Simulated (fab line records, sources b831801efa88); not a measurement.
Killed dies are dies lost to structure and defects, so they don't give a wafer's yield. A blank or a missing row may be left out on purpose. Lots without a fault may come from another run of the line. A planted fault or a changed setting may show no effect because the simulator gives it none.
Tool commonality check | flow gf180mcu | 12 lots, 42 wafers sampled

WHY IT WAS OPENED
At GF_M4_CD_MEAS_14 the reading cd_nm is flagged on 2 of 12 lots. Wafers without a fault read 279.9 nm, standard deviation 1.2.
Rule: a lot is flagged when every wafer of it that has a number lies more than 4 standard deviations from that mean, or none has a number. The other lots count as sound.

lot  | measured     | on        | cd_nm (nm), wafer by wafer          | flag
L975 | day 22 18:46 | cd_sem-01 | 279.5 278.4 277.9                   |
L976 | day 23 13:08 | cd_sem-01 | 278.9 280.4 281.2                   |
L978 | day 24 08:22 | cd_sem-02 | 279.5 279.6 279.8                   |
L980 | day 25 05:23 | cd_sem-02 | 280.9 280.3 280.6                   |
L981 | day 25 18:24 | cd_sem-02 | 279.9 281.4 280.6                   |
L982 | day 25 19:24 | cd_sem-02 | 278.3 278.7 277.0                   |
L983 | day 26 16:32 | cd_sem-02 | 280.7 280.5 280.3                   |
L990 | day 28 16:36 | cd_sem-01 | 299.4 299.3 299.5 299.1 299.1 299.3 | FLAGGED
L992 | day 29 00:58 | cd_sem-02 | 297.8 298.7 299.3 298.1 298.5 299.3 | FLAGGED
L993 | day 29 06:57 | cd_sem-01 | 278.3 278.0 278.5                   |
L994 | day 29 10:39 | cd_sem-01 | 280.7 281.4 280.7                   |
L998 | day 30 07:56 | cd_sem-02 | 282.1 280.3 279.4                   |
The numbers of the flagged lots are 298.9 nm on average: +19.1 nm against the usual, or +16 standard deviations.

WHICH TOOL RAN EACH LOT
The record holds 3 process steps before the reading, out of a route of 602 steps. In each cell: the tool, then ch and the chambers that the sampled wafers went through, then the start.
lot  | flag    | GF_M4_SPUTTER_00             | GF_M4_SPUTTER_04             | GF_M4_PEB_12
L975 |         | pvd_sputter-01, day 21 19:41 | pvd_sputter-01, day 21 19:52 | litho_track-02 ch 0, day 22 18:25
L976 |         | pvd_sputter-03, day 22 14:24 | pvd_sputter-03, day 22 14:35 | litho_track-04 ch 0, day 23 12:49
L978 |         | pvd_sputter-01, day 23 09:46 | pvd_sputter-01, day 23 09:56 | litho_track-04 ch 0, day 24 08:02
L980 |         | pvd_sputter-03, day 24 07:16 | pvd_sputter-03, day 24 07:26 | litho_track-02 ch 0, day 25 05:02
L981 |         | pvd_sputter-02, day 24 21:29 | pvd_sputter-02, day 24 21:40 | litho_track-04 ch 0, day 25 18:03
L982 |         | pvd_sputter-02, day 24 22:44 | pvd_sputter-02, day 24 22:55 | litho_track-01 ch 0, day 25 19:03
L983 |         | pvd_sputter-03, day 25 19:44 | pvd_sputter-03, day 25 19:55 | litho_track-02 ch 0, day 26 16:11
L990 | FLAGGED | pvd_sputter-01, day 27 21:16 | pvd_sputter-01, day 27 21:26 | litho_track-04 ch 0, day 28 16:15
L992 | FLAGGED | pvd_sputter-01, day 28 06:12 | pvd_sputter-01, day 28 06:23 | litho_track-04 ch 0, day 29 00:38
L993 |         | pvd_sputter-03, day 28 11:41 | pvd_sputter-03, day 28 11:52 | litho_track-01 ch 0, day 29 06:36
L994 |         | pvd_sputter-02, day 28 15:37 | pvd_sputter-02, day 28 15:47 | litho_track-01 ch 0, day 29 10:18
L998 |         | pvd_sputter-01, day 29 13:41 | pvd_sputter-01, day 29 13:52 | litho_track-02 ch 0, day 30 07:35
What these steps do:
- GF_M4_SPUTTER_00: material Ti, target thk 37.5 nm, time 150 s.
- GF_M4_SPUTTER_04: material TiN, target thk 50 nm, time 41.7 s.
- GF_M4_PEB_12: peb time 90 s.
- GF_M4_CD_MEAS_14: target cd 280 nm.

FLAGGED OVER TOTAL, TOOL BY TOOL (the gauges that took the reading come last)
step             | tool           | lots run | flagged | share of the flagged lots | sound lots run after its first flagged lot
GF_M4_SPUTTER_00 | pvd_sputter-01 | 5        | 2       | all                       | 1 (L998)
GF_M4_SPUTTER_00 | pvd_sputter-02 | 3        | 0       | none                      | -
GF_M4_SPUTTER_00 | pvd_sputter-03 | 4        | 0       | none                      | -
GF_M4_SPUTTER_04 | pvd_sputter-01 | 5        | 2       | all                       | 1 (L998)
GF_M4_SPUTTER_04 | pvd_sputter-02 | 3        | 0       | none                      | -
GF_M4_SPUTTER_04 | pvd_sputter-03 | 4        | 0       | none                      | -
GF_M4_PEB_12     | litho_track-01 | 3        | 0       | none                      | -
GF_M4_PEB_12     | litho_track-02 | 4        | 0       | none                      | -
GF_M4_PEB_12     | litho_track-04 | 5        | 2       | all                       | 0
GF_M4_CD_MEAS_14 | cd_sem-01      | 5        | 1       | some                      | 2 (L993,L994)
GF_M4_CD_MEAS_14 | cd_sem-02      | 7        | 1       | some                      | 1 (L998)

WHAT THE TABLE ALLOWS
3 rows of the table ran every flagged lot: pvd_sputter-01 at GF_M4_SPUTTER_00, pvd_sputter-01 at GF_M4_SPUTTER_04, litho_track-04 at GF_M4_PEB_12.
- pvd_sputter-01 at GF_M4_SPUTTER_00: 2 of its 5 lots flagged. Sound lots ran on it after the first flagged one (L998), which a lasting fault on the whole tool wouldn't allow.
- pvd_sputter-01 at GF_M4_SPUTTER_04: 2 of its 5 lots flagged. Sound lots ran on it after the first flagged one (L998), which a lasting fault on the whole tool wouldn't allow.
- litho_track-04 at GF_M4_PEB_12: 2 of its 5 lots flagged. Its last sound lot is L981 (day 25 18:03), its first flagged lot L990 (day 28 16:15): a fault that began between those two fits. Its own readings lie more than 4 standard deviations out on every wafer of the flagged lots: heater_power_total_W, plate_temp_C.
One tool is left: litho_track-04 at GF_M4_PEB_12.

WHAT THE SIMULATOR HAD PUT IN
Process parameter drift: litho_track-04, from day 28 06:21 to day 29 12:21, at GF_M4_PEB_12. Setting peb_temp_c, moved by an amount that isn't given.
Lots struck among those shown: L990, L992. The rule above found the same.
